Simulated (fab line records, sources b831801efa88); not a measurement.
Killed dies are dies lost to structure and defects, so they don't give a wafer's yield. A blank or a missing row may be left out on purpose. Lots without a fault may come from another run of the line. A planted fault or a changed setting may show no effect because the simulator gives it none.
fab line records | flow sfq_line
record lots=7 wafers=20 last_day=76
route steps=325 shown M7@285 I7@296 M8@311
lots that met no fault: from a run of the same line without faults
start_h: hours from the record's first day to the start of the lot's first wafer shown | wait_h: hours since the lot's step before | " the same as in the row above | L1.1+2: a row that stands for several wafers | - no value, or no start given | * or withheld: withheld | < > ~ a bound
route shown NAME@n: a module of which the file shows steps, and the number in the route of the first | usual: mean/standard deviation of fault-free wafers | same: alike in all rows | chamber/n: place in a boat | sites: the reading at each site | _std_site: their standard deviation | _edge_site: outer sites' mean less inner sites' | radius_mm: how far each site lies from the wafer's centre | mask NAME#n: copy n | behind: the tool/chamber that last shaped the wafer | hold: why the lot was held/for how many hours/how that ended | device: the transistor (n, p or np) that didn't switch | end of line: the same wafers' tests at the end of the route | a step without rows: its recipe alone | killed: dies lost to structure and defects at the first sort, not the wafer's yield | map: a wafer's dies, x killed, . not, _ none there
set.NAME: the setting as run; set.NAME@STEP: as run at that earlier step | model.NAME: the simulator's own value behind a step, which no gauge read
lots at some steps of the route; a table a step, a row a wafer
services: from which hour (start_h, from the record's first day; less than 0 if before it) a tool's chamber was out of use, for how many hours, and why
## steps
# step SFQ_TRILAYER_M7_LITHO_COAT_182
# recipe resist=BARC spin_rpm=3000 resist_thk_nm=62
# step SFQ_TRILAYER_M7_LITHO_COAT_177
# recipe resist=KrF spin_rpm=3000 resist_thk_nm=600
# step SFQ_TRILAYER_M7_LITHO_SOFTBAKE_181
# recipe temp_c=withheld time_s=withheld resist=KrF
# step SFQ_TRILAYER_M7_LITHO_EXPOSE_178
# recipe mask_id=M7 na=0.6 source_shape=conventional sigma_outer=0.65 target_cd_nm=500 dose_mj=14.4
# step SFQ_TRILAYER_M7_LITHO_PEB_180
# recipe peb_temp_c=115 peb_time_s=60 resist=KrF
# step SFQ_TRILAYER_M7_LITHO_DEVELOP_179
# recipe time_s=60 resist=KrF
# step SFQ_M7_OVL_MEAS_945
# usual M7_OVL=3/5.4
# columns lot.wafer tool chamber start_h wait_h M7_OVL[nm]
L558.1 overlay-01 - 1537.88 0.1 10
L558.4 " - " " 7
L558.6 " - " " 7
L562.2 overlay-01 - 1577.59 0.1 9
L562.4 " - " " 9
L562.6 " - " " 11
L564.1 overlay-01 - 1587.18 0.1 0
L564.4 " - " " -8
L564.6 " - " " -8
L565.3 overlay-01 - 1590.00 0.1 6
L565.5 " - " " 2
L573.2 overlay-02 - 1638.49 0.1 -10
L573.3 " - " " -6
L573.6 " - " " -12
L578.1 overlay-02 - 1664.69 0.1 8
L578.4 " - " " 2
L578.6 " - " " 7
L579.2 overlay-02 - 1669.49 0.1 6
L579.3 " - " " 3
L579.6 " - " " 5
# step SFQ_TRILAYER_M7_BARC_OPEN_METAL_ETCH_229
# recipe mask_material=PR chemistry=O2 target_depth_nm=125 target=BARC icp_w=600 bias_w=80 pressure_mtorr=10 time_s=41.7
# usual bias_w=80.00/0.24 chamber_pressure_mTorr=9.999/0.01 drypump_motor_current_A=5.6/0.47 oes_product_au=0.686/0.0045
# same time_s=41.7
# columns lot.wafer tool chamber start_h wait_h bias_w chamber_pressure_mTorr drypump_motor_current_A oes_product_au rf_hours_counter_h
L558.1 rie_metal-01 0 1537.92 0.0 79.84 10.012 5.0 0.691 94
L558.4 " 0 " " 80.28 10.008 5.0 0.688 -
L558.6 " 0 " " 80.16 10.016 5.0 0.695 -
L562.2 rie_metal-01 0 1577.62 0.0 79.76 10.010 5.0 0.683 102
L562.4 " 1 " " 79.87 10.010 5.8 0.682 -
L562.6 " 0 " " 79.82 10.006 5.0 0.686 -
L564.1 rie_metal-03 1 1587.22 0.0 80.12 9.999 5.3 0.689 13
L564.4 " 1 " " 80.13 10.006 5.3 0.679 -
L564.6 " 0 " " 80.31 10.011 5.1 0.689 -
L565.3 rie_metal-02 0 1590.05 0.0 80.21 9.995 6.3 0.687 -
L565.5 " 1 " " 80.19 9.985 5.6 0.693 -
L573.2 rie_metal-03 0 1638.52 0.0 80.18 10.003 5.1 0.681 33
L573.3 " 0 " " 80.08 9.995 5.1 0.681 -
L573.6 " 1 " " 79.68 9.980 5.3 0.686 -
L578.1 rie_metal-03 0 1664.72 0.0 80.57 10.000 5.1 0.683 37
L578.4 " 0 " " 80.18 9.999 5.1 0.689 -
L578.6 " 1 " " 79.94 10.012 5.3 0.689 -
L579.2 rie_metal-01 0 1669.52 0.0 80.43 10.003 5.0 0.689 116
L579.3 " 0 " " 80.02 10.003 5.0 0.680 -
L579.6 " 1 " " 80.05 9.996 5.9 0.680 -
# step SFQ_TRILAYER_M7_ETCH_METAL_ETCH_180
# recipe target=Nb stop_on=SiO2 mask_material=PR chemistry=Cl2/Ar target_depth_nm=240 icp_w=600 bias_w=80 pressure_mtorr=10 time_s=120
# usual bias_w=80.04/0.22 chamber_pressure_mTorr=10.000/0.0091 drypump_motor_current_A=5.6/0.47 oes_product_au=0.895/0.0075
# same time_s=120
# columns lot.wafer tool chamber start_h wait_h bias_w chamber_pressure_mTorr drypump_motor_current_A oes_product_au rf_hours_counter_h
L558.1 rie_metal-01 0 1537.98 0.0 79.74 9.996 5.0 0.891 94
L558.4 " 0 " " 79.91 10.001 5.0 0.892 -
L558.6 " 0 " " 79.59 9.986 5.0 0.894 -
L562.2 rie_metal-01 0 1577.68 0.0 80.05 9.991 5.0 0.897 102
L562.4 " 1 " " 80.00 10.001 5.8 0.890 -
L562.6 " 0 " " 80.23 10.001 5.0 0.893 -
L564.1 rie_metal-03 1 1587.28 0.0 80.40 9.996 5.3 0.888 13
L564.4 " 1 " " 80.26 9.984 5.3 0.902 -
L564.6 " 0 " " 79.87 9.994 5.1 0.885 -
L565.3 rie_metal-02 0 1590.13 0.1 80.15 10.000 6.4 0.898 -
L565.5 " 1 " " 80.09 10.021 5.6 0.906 -
L573.2 rie_metal-03 0 1638.58 0.0 79.76 9.997 5.1 0.908 33
L573.3 " 0 " " 79.97 10.001 5.1 0.903 -
L573.6 " 1 " " 80.04 9.996 5.3 0.884 -
L578.1 rie_metal-03 0 1664.78 0.0 79.95 10.004 5.1 0.890 37
L578.4 " 0 " " 79.83 10.006 5.1 0.895 -
L578.6 " 1 " " 79.95 10.001 5.3 0.896 -
L579.2 rie_metal-01 0 1669.58 0.0 80.15 10.004 5.0 0.889 116
L579.3 " 0 " " 80.16 9.981 5.0 0.893 -
L579.6 " 1 " " 80.14 9.989 5.8 0.892 -
# step SFQ_TRILAYER_M7_STRIP_STRIP_181
# recipe gas=O2 power_w=200 platen_temp_c=40 overash_fraction=0.65 chemistry=O2 pressure_mtorr=50
# step SFQ_TRILAYER_M7_STRIP_SOLV_CLEAN_182
# recipe chemistry=NMP temp_c=70 time_s=600
# step SFQ_TRILAYER_I7_DEP_PECVD_183
# recipe material=SiO2 temp_c=150 time_s=111.11 pressure_torr=2.4 rf_w=183.3 precursor=SiH4/N2O target_thk_nm=500
# usual heater_power_w=82/12 susceptor_temp_C=150.02/0.13 throttle_valve_pct=24.5/1.1
# same time_s=111.11
# columns lot.wafer tool chamber start_h wait_h heater_power_w susceptor_temp_C throttle_valve_pct
L558.1 pecvd-01 0 1538.88 0.0 75 149.89 23.6
L558.4 " 2 " " 89 149.84 22.5
L558.6 " 0 " " 78 149.99 23.9
L562.2 pecvd-01 1 1578.58 0.0 83 150.08 25.4
L562.4 " 0 " " 68 149.99 23.8
L562.6 " 2 " " 82 149.87 22.7
L564.1 pecvd-03 2 1588.18 0.0 79 149.98 23.9
L564.4 " 1 " " 87 150.19 24.9
L564.6 " 2 " " 83 150.16 24.2
L565.3 pecvd-04 0 1590.99 0.0 71 149.89 24.6
L565.5 " 0 " " 58 149.82 25.1
L573.2 pecvd-01 0 1639.48 0.0 84 150.14 24.0
L573.3 " 2 " " 81 150.00 22.8
L573.6 " 2 " " 83 150.14 22.7
L578.1 pecvd-04 1 1665.68 0.0 67 149.95 25.9
L578.4 " 2 " " 86 150.02 25.5
L578.6 " 0 " " 62 149.85 24.9
L579.2 pecvd-04 0 1670.48 0.0 73 149.99 24.8
L579.3 " 2 " " 81 150.04 25.7
L579.6 " 2 " " 82 149.88 25.6
# step SFQ_TRILAYER_I7_CMP_CMP_184
# recipe material=SiO2 down_force_psi=3 platen_rpm=60 pad_velocity_m_s=0.94248
# usual motor_current_A=9.8/0.74 time_to_endpoint_s=215/9.9
# columns lot.wafer tool chamber start_h wait_h motor_current_A time_to_endpoint_s model.SiO2_of_TRILAYER_I7_DEP_PECVD_183.thk_nm
L558.4 cmp-01 0 1538.96 0.0 8.9 216 199.6
L558.1 " 2 1539.96 1.0 10.6 223 200.3
L558.6 " 0 1540.96 2.0 9.5 228 200.5
L562.4 cmp-01 0 1578.66 0.0 9.6 209 200.7
L562.2 " 2 1579.66 1.0 10.4 213 199.5
L562.6 " 1 1581.16 2.5 10.2 288 306.7
L564.4 cmp-01 1 1590.06 1.8 9.8 202 197.4
L564.1 " 2 " " 10.1 224 200.4
L564.6 " 1 1592.06 3.8 9.1 276 301.9
L565.3 cmp-01 1 1593.56 2.5 9.2 272 300.1
L565.5 " 0 1595.06 4.0 9.3 206 198.3
L573.2 cmp-02 0 1639.56 0.0 9.4 224 200.4
L573.3 " 2 1640.56 1.0 10.5 221 201.2
L573.6 " 0 1641.56 2.0 9.6 226 201.7
L578.4 cmp-01 1 1667.14 1.4 9.5 203 197.9
L578.1 " 2 " " 9.5 216 199.2
L578.6 " 1 1669.14 3.4 9.0 193 199.3
L579.3 cmp-02 1 1672.88 2.4 9.3 204 198.8
L579.2 " 2 " " 10.2 209 201.1
L579.6 " 0 1674.38 3.8 9.6 221 200.3
# step SFQ_I7_BOW_MEAS_946
# recipe mode=bow
# usual I7_BOW=4/12
# columns lot.wafer tool chamber start_h wait_h I7_BOW[um]
L558.1 film_metro-01 - 1541.96 1.5 -24
L558.4 " - " " 1
L558.6 " - " " -3
L562.2 film_metro-03 - 1581.68 1.5 2
L562.4 " - " " -2
L562.6 " - " " 9
L564.1 film_metro-01 - 1593.06 2.0 29
L564.4 " - " " 30
L564.6 " - " " 25
L565.3 film_metro-01 - 1596.10 2.0 -1
L565.5 " - " " 8
L573.2 film_metro-04 - 1642.58 2.5 0
L573.3 " - " " -11
L573.6 " - " " -14
L578.1 film_metro-03 - 1670.14 2.0 16
L578.4 " - " " 24
L578.6 " - " " 12
L579.2 film_metro-01 - 1675.40 1.5 16
L579.3 " - " " 18
L579.6 " - " " 9
# step SFQ_TRILAYER_I7_METRO_MEASURE_185
# usual thk_nm=199.9/1.3
# columns lot.wafer tool chamber start_h wait_h thk_nm
L558.1 film_metro-01 - 1542.08 0.1 200.0
L558.4 " - " " 199.5
L558.6 " - " " 200.5
L562.2 film_metro-03 - 1581.98 0.3 199.6
L562.4 " - " " 200.8
L562.6 " - " " 306.6
L564.1 film_metro-01 - 1593.18 0.1 200.4
L564.4 " - " " 197.5
L564.6 " - " " 301.8
L565.3 film_metro-01 - 1596.58 0.5 300.0
L565.5 " - " " 198.4
L573.2 film_metro-04 - 1642.88 0.3 200.3
L573.3 " - " " 201.1
L573.6 " - " " 201.8
L578.1 film_metro-03 - 1670.26 0.1 199.2
L578.4 " - " " 197.8
L578.6 " - " " 199.2
L579.2 film_metro-01 - 1675.70 0.3 201.0
L579.3 " - " " 198.9
L579.6 " - " " 200.4
# step SFQ_TRILAYER_I7_VIA_LITHO_COAT_192
# recipe resist=BARC spin_rpm=3000 resist_thk_nm=62
# step SFQ_TRILAYER_I7_VIA_LITHO_COAT_187
# recipe resist=KrF spin_rpm=3000 resist_thk_nm=650
# step SFQ_TRILAYER_I7_VIA_LITHO_SOFTBAKE_191
# recipe temp_c=withheld time_s=withheld resist=KrF
# step SFQ_TRILAYER_I7_VIA_LITHO_EXPOSE_188
# recipe mask_id=I7 na=0.6 source_shape=conventional sigma_outer=0.65 target_cd_nm=1000 dose_mj=21.3
# step SFQ_TRILAYER_I7_VIA_LITHO_PEB_190
# recipe peb_temp_c=115 peb_time_s=60 resist=KrF
# step SFQ_TRILAYER_I7_VIA_LITHO_DEVELOP_189
# recipe time_s=60 resist=KrF
# step SFQ_I7_OVL_MEAS_947
# usual I7_OVL=1/4.4
# columns lot.wafer tool chamber start_h wait_h I7_OVL[nm]
L558.1 overlay-01 - 1635.25 0.1 -3
L558.4 " - " " 2
L558.6 " - " " -2
L562.2 overlay-02 - 1677.36 0.1 -6
L562.4 " - " " -3
L562.6 " - " " -3
L564.1 overlay-01 - 1686.95 0.1 -1
L564.4 " - " " -1
L564.6 " - " " 0
L565.3 overlay-01 - 1690.56 0.1 -4
L565.5 " - " " 0
L573.2 overlay-01 - 1736.25 0.1 -7
L573.3 " - " " -6
L573.6 " - " " -7
L578.1 overlay-01 - 1757.84 0.1 0
L578.4 " - " " 9
L578.6 " - " " 10
L579.2 overlay-01 - 1761.94 0.1 5
L579.3 " - " " 0
L579.6 " - " " -1
# step SFQ_TRILAYER_I7_VIA_BARC_OPEN_VIA_ETCH_260
# recipe mask_material=PR chemistry=O2 target_depth_nm=125 target=BARC source_w=500 bias_w=80 pressure_mtorr=30 time_s=41.7
# usual bias_w=79.98/0.25 chamber_pressure_mTorr=29.995/0.026 drypump_motor_current_A=5.85/0.27 oes_product_au=0.685/0.0044
# same time_s=41.7
# columns lot.wafer tool chamber start_h wait_h bias_w chamber_pressure_mTorr drypump_motor_current_A oes_product_au rf_hours_counter_h
L558.1 rie_diel-01 0 1635.29 0.0 80.09 30.007 4.77 0.682 23
L558.4 " 2 " " 79.69 30.005 6.09 0.692 -
L558.6 " 1 " " 79.83 30.009 5.84 0.687 -
L562.2 rie_diel-04 2 1677.39 0.0 79.99 29.990 5.86 0.683 11
L562.4 " 0 " " 80.10 29.962 5.72 0.691 20
L562.6 " 2 " " 79.87 29.974 5.85 0.688 -
L564.1 rie_diel-04 2 1686.99 0.0 80.21 29.995 5.85 0.687 11
L564.4 " 1 " " 80.26 30.006 5.79 0.686 21
L564.6 " 2 " " 79.79 29.998 5.86 0.683 -
L565.3 rie_diel-04 2 1690.59 0.0 80.01 29.956 5.85 0.697 11
L565.5 " 1 " " 79.88 29.993 5.77 0.684 -
L573.2 rie_diel-02 2 1736.28 0.0 79.99 29.981 6.16 0.687 1
L573.3 " 3 " " 79.99 30.025 5.79 0.693 1
L573.6 " 0 " " 79.91 30.025 6.00 0.687 -
L578.1 rie_diel-02 2 1757.88 0.0 79.66 30.035 6.15 0.692 2
L578.4 " 3 " " 80.09 29.984 5.79 0.681 2
L578.6 " 1 " " 79.75 29.971 6.14 0.695 -
L579.2 rie_diel-04 2 1761.97 0.0 80.15 29.956 5.84 0.685 13
L579.3 " 1 " " 79.95 30.001 5.81 0.682 22
L579.6 " 2 " " 79.87 29.997 5.86 0.691 -
# step SFQ_TRILAYER_I7_VIA_ETCH_VIA_ETCH_190
# recipe target=SiO2 stop_on=Nb mask_material=PR taper_deg=20 chemistry=CHF3 target_depth_nm=260 source_w=500 bias_w=80 pressure_mtorr=30 time_s=withheld
# usual bias_w=80.01/0.23 chamber_pressure_mTorr=30.00/0.03 drypump_motor_current_A=5.85/0.26 oes_product_au=0.854/0.0059
# columns lot.wafer tool chamber start_h wait_h bias_w chamber_pressure_mTorr drypump_motor_current_A oes_product_au model.etch.depth_nm model.I7.feature_depth_nm
L558.1 rie_diel-01 0 1635.33 0.0 79.87 29.96 4.79 0.850 200.3 200.3
L558.4 " 2 " " 79.73 30.01 6.13 0.858 199.6 199.6
L558.6 " 1 " " 79.96 30.01 5.82 0.862 200.5 200.5
L562.2 rie_diel-04 2 1677.43 0.0 80.29 30.03 5.88 0.850 199.5 199.5
L562.4 " 0 " " 79.69 29.96 5.73 0.859 200.7 200.7
L562.6 " 2 " " 79.94 29.99 5.86 1.016 264.9 264.9
L564.1 rie_diel-04 2 1687.03 0.0 80.05 30.02 5.86 0.860 200.4 200.4
L564.4 " 1 " " 79.95 30.02 5.82 0.849 197.4 197.4
L564.6 " 2 " " 79.97 30.03 5.86 1.017 265.2 265.2
L565.3 rie_diel-04 2 1690.63 0.0 79.91 30.02 5.87 1.017 266.3 266.3
L565.5 " 1 " " 79.71 30.02 5.79 0.847 198.3 198.3
L573.2 rie_diel-02 2 1736.32 0.0 80.02 30.05 6.14 0.856 200.4 200.4
L573.3 " 3 " " 79.89 30.03 5.78 0.855 201.2 201.2
L573.6 " 0 " " 79.99 30.03 5.98 0.854 201.7 201.7
L578.1 rie_diel-02 2 1757.92 0.0 79.81 29.98 6.14 0.852 199.2 199.2
L578.4 " 3 " " 80.05 30.05 5.79 0.851 197.9 197.9
L578.6 " 1 " " 80.14 29.97 6.13 0.843 199.3 199.3
L579.2 rie_diel-04 2 1762.01 0.0 79.85 30.03 5.87 0.859 201.1 201.1
L579.3 " 1 " " 80.19 30.02 5.84 0.857 198.8 198.8
L579.6 " 2 " " 80.09 29.99 5.86 0.847 200.3 200.3
# step SFQ_TRILAYER_I7_VIA_STRIP_STRIP_191
# recipe gas=O2 power_w=200 platen_temp_c=40 overash_fraction=0.65 chemistry=O2 pressure_mtorr=50
# usual chamber_pressure_mTorr=50.00/0.046 drypump_motor_current_A=5.7/0.42 oes_product_au=1.009/0.012 platen_temp_c=39.98/0.12
# columns lot.wafer tool chamber start_h wait_h chamber_pressure_mTorr drypump_motor_current_A oes_product_au platen_temp_c rf_hours_counter_h
L558.1 rie_metal-02 1 1635.44 - 50.01 5.6 0.999 39.96 94
L558.4 " 0 " " 49.98 6.3 1.002 39.86 -
L558.6 " 0 " " 49.99 6.3 0.992 39.73 -
L562.2 rie_metal-03 0 1677.54 - 49.96 5.1 0.993 40.08 40
L562.4 " 0 " " 50.01 5.1 0.993 39.88 -
L562.6 " 0 " " 49.99 5.1 1.002 39.94 -
L564.1 rie_metal-02 1 1687.14 - 49.89 5.6 0.998 39.98 101
L564.4 " 0 " " 50.00 6.3 1.016 39.94 -
L564.6 " 1 " " 50.02 5.6 1.006 39.94 -
L565.3 rie_metal-03 1 1690.94 - 49.99 5.3 1.016 40.01 -
L565.5 " 1 " " 49.99 5.3 1.012 40.10 -
L573.2 rie_metal-04 0 1736.43 - 50.01 6.0 1.013 40.02 39
L573.3 " 1 " " 49.89 5.8 1.014 39.86 -
L573.6 " 1 " " 50.00 5.8 1.008 39.84 -
L578.1 rie_metal-03 0 1758.03 - 50.05 5.1 1.017 40.08 52
L578.4 " 1 " " 49.95 5.3 1.007 39.81 -
L578.6 " 1 " " 49.99 5.3 0.998 39.84 -
L579.2 rie_metal-03 0 1762.12 - 50.06 5.1 1.022 40.07 52
L579.3 " 0 " " 50.04 5.1 1.024 39.90 -
L579.6 " 1 " " 49.97 5.3 0.996 40.10 -
# step SFQ_TRILAYER_I7_VIA_STRIP_SOLV_CLEAN_192
# recipe chemistry=NMP temp_c=70 time_s=600
# step SFQ_TRILAYER_M8_LITHO_LOR_COAT_197
# recipe resist=lift-off spin_rpm=3000
# step SFQ_TRILAYER_M8_LITHO_LOR_BAKE_198
# recipe resist=lift-off temp_c=withheld time_s=withheld
# step SFQ_TRILAYER_M8_LITHO_COAT_193
# recipe resist=KrF spin_rpm=3000 resist_thk_nm=600
# step SFQ_TRILAYER_M8_LITHO_SOFTBAKE_199
# recipe temp_c=withheld time_s=withheld resist=KrF
# step SFQ_TRILAYER_M8_LITHO_EXPOSE_194
# recipe mask_id=M8 na=0.6 source_shape=conventional sigma_outer=0.65 target_cd_nm=2000 dose_mj=14.4
# step SFQ_TRILAYER_M8_LITHO_PEB_196
# recipe peb_temp_c=115 peb_time_s=60 resist=KrF
# step SFQ_TRILAYER_M8_LITHO_DEVELOP_195
# recipe img_clear_s=15 time_s=55 resist=KrF
# step SFQ_M8_OVL_MEAS_948
# usual M8_OVL=-1/5.3
# columns lot.wafer tool chamber start_h wait_h M8_OVL[nm]
L558.1 overlay-02 - 1658.68 0.1 -9
L558.4 " - " " -7
L558.6 " - " " -11
L562.2 overlay-02 - 1691.83 0.1 -4
L562.4 " - " " -3
L562.6 " - " " 0
L564.1 overlay-02 - 1700.23 0.1 -9
L564.4 " - " " -7
L564.6 " - " " -7
L565.3 overlay-02 - 1703.84 0.1 1
L565.5 " - " " -3
L573.2 overlay-01 - 1746.36 0.1 -9
L573.3 " - " " -12
L573.6 " - " " -8
L578.1 overlay-02 - 1833.36 0.1 5
L578.4 " - " " -2
L578.6 " - " " -10
L579.2 overlay-01 - 1834.56 0.1 7
L579.3 " - " " 7
L579.6 " - " " 8
# step SFQ_TRILAYER_M8_DEP_EVAP_197
# recipe material=Ti angular_spread_deg=1 target_thk_nm=20 time_s=100 power_w=2000
# step SFQ_TRILAYER_M8_DEP_EVAP_198
# recipe material=Pt angular_spread_deg=1 target_thk_nm=50 time_s=250 power_w=2000
# step SFQ_TRILAYER_M8_DEP_EVAP_196
# recipe material=Au angular_spread_deg=1 target_thk_nm=180 time_s=900 power_w=2000
# step SFQ_M8_RS_MEAS_949
# recipe thk_meas_gauge=four-point-probe reads=Au_of_TRILAYER_M8_DEP_EVAP_196+Pt_of_TRILAYER_M8_DEP_EVAP_198+Ti_of_TRILAYER_M8_DEP_EVAP_197
# usual M8_AU_RS=0.1537/0.002
# columns lot.wafer tool chamber start_h wait_h M8_AU_RS[ohm/sq]
L558.1 film_metro-02 - 1659.46 0.3 0.1502
L558.4 " - " " 0.1529
L558.6 " - " " 0.1521
L562.2 film_metro-04 - 1692.63 0.3 0.1510
L562.4 " - " " 0.1538
L562.6 " - " " 0.1557
L564.1 film_metro-02 - 1701.01 0.3 0.1537
L564.4 " - " " 0.1572
L564.6 " - " " 0.1521
L565.3 film_metro-02 - 1704.65 0.3 0.1534
L565.5 " - " " 0.1545
L573.2 film_metro-04 - 1747.15 0.3 0.1540
L573.3 " - " " 0.1506
L573.6 " - " " 0.1509
L578.1 film_metro-02 - 1834.14 0.3 0.1535
L578.4 " - " " 0.1510
L578.6 " - " " 0.1532
L579.2 film_metro-02 - 1835.36 0.3 0.1564
L579.3 " - " " 0.1537
L579.6 " - " " 0.1563
# step SFQ_M8_THK_MEAS_950
# recipe thk_meas_gauge=xrf reads=Au_of_TRILAYER_M8_DEP_EVAP_196
# usual M8_AU_THK=176.5/2.3
# columns lot.wafer tool chamber start_h wait_h M8_AU_THK[nm]
L558.1 film_metro-02 - 1659.58 0.1 181.0
L558.4 " - " " 178.2
L558.6 " - " " 178.1
L562.2 film_metro-04 - 1692.74 0.1 179.3
L562.4 " - " " 177.2
L562.6 " - " " 174.3
L564.1 film_metro-02 - 1701.13 0.1 176.9
L564.4 " - " " 172.7
L564.6 " - " " 179.0
L565.3 film_metro-02 - 1704.75 0.1 176.4
L565.5 " - " " 175.5
L573.2 film_metro-04 - 1747.26 0.1 177.5
L573.3 " - " " 181.2
L573.6 " - " " 180.0
L578.1 film_metro-02 - 1834.26 0.1 176.3
L578.4 " - " " 179.8
L578.6 " - " " 177.2
L579.2 film_metro-02 - 1835.47 0.1 173.0
L579.3 " - " " 176.3
L579.6 " - " " 174.8
# step SFQ_TRILAYER_M8_LIFTOFF_LIFTOFF_197
# recipe temp_c=80 time_s=600 chemistry=NMP
# step SFQ_M8_BOW_MEAS_951
# recipe mode=bow
# usual M8_BOW=5/12
# columns lot.wafer tool chamber start_h wait_h M8_BOW[um] model.etest.i7.link_ohm
L558.1 film_metro-01 - 1659.81 0.0 -23 1.048
L558.4 " - " " 3 1.047
L558.6 " - " " -1 1.058
L562.2 film_metro-04 - 1692.98 0.0 2 1.043
L562.4 " - " " -3 1.05
L562.6 " - " " 9 1e+06
L564.1 film_metro-02 - 1701.36 0.0 33 1.06
L564.4 " - " " 32 1.044
L564.6 " - " " 28 1e+06
L565.3 film_metro-01 - 1705.00 0.0 0 1e+06
L565.5 " - " " 9 1.05
L573.2 film_metro-02 - 1747.50 0.0 1 1.044
L573.3 " - " " -9 1.051
L573.6 " - " " -13 1.053
L578.1 film_metro-04 - 1834.49 0.0 16 1.046
L578.4 " - " " 25 1.03
L578.6 " - " " 13 1.047
L579.2 film_metro-04 - 1835.71 0.0 17 1.06
L579.3 " - " " 18 1.052
L579.6 " - " " 11 1.048
## services
# columns tool chamber start_h hours kind
rie_diel-02 1 1553.43 72.4 repair
film_metro-01 - 1558.64 0.4 pm
rie_metal-02 - 1561.17 1.3 repair
rie_metal-01 - 1569.53 2.8 pm
rie_metal-03 0 1588.09 4.3 repair
rie_metal-03 1 1588.18 6.6 repair
rie_metal-03 - 1592.42 1.4 pm
film_metro-01 - 1602.91 0.3 pm
rie_metal-02 - 1632.57 2.8 pm
cmp-01 - 1634.00 1.9 repair
rie_diel-02 - 1635.43 0.9 repair
rie_metal-03 - 1636.12 0.2 repair
rie_metal-01 1 1657.75 1.2 repair
rie_diel-04 2 1665.63 2.2 repair
rie_diel-02 2 1666.23 10.3 repair
film_metro-01 - 1683.11 0.2 pm
pecvd-04 - 1686.25 14.0 pm
pecvd-01 2 1686.66 3.7 repair
film_metro-01 - 1693.58 0.3 pm
cmp-01 - 1702.51 3.9 pm
cmp-01 - 1707.58 0.4 repair
rie_metal-01 0 1724.31 2.1 repair
rie_metal-01 - 1730.96 0.3 repair
cmp-01 - 1732.96 1.1 repair
## key
first_sign step=SFQ_TRILAYER_I7_CMP_CMP_184 reading=time_to_endpoint_s direction=up sigmas=6.4 usual=* struck=*
effect step=SFQ_TRILAYER_I7_METRO_MEASURE_185 reading=thk_nm direction=up sigmas=76 usual=199.9 struck=302.8
effect step=SFQ_TRILAYER_I7_VIA_ETCH_VIA_ETCH_190 reading=oes_product_au direction=up sigmas=28 usual=0.854 struck=1.017
model_effect step=SFQ_TRILAYER_I7_CMP_CMP_184 value=SiO2_of_TRILAYER_I7_DEP_PECVD_183.thk_nm without=198 struck=302.9
model_effect step=SFQ_TRILAYER_I7_VIA_ETCH_VIA_ETCH_190 value=etch.depth_nm without=198 struck=265.5
model_effect step=SFQ_M8_BOW_MEAS_951 value=etest.i7.link_ohm without=1.058 struck=1e+06
met_at SFQ_TRILAYER_I7_CMP_CMP_184
struck_wafers L562.6,L564.6,L565.3
onset_between 1538.96 1578.66
fault kind=process_parameter_drift tool=cmp-01 chamber=- onset_h=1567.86 steps=SFQ_TRILAYER_I7_CMP_CMP_184 channel=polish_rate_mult offset=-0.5 shape=step end_h=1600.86 scope=struck_wafers_only
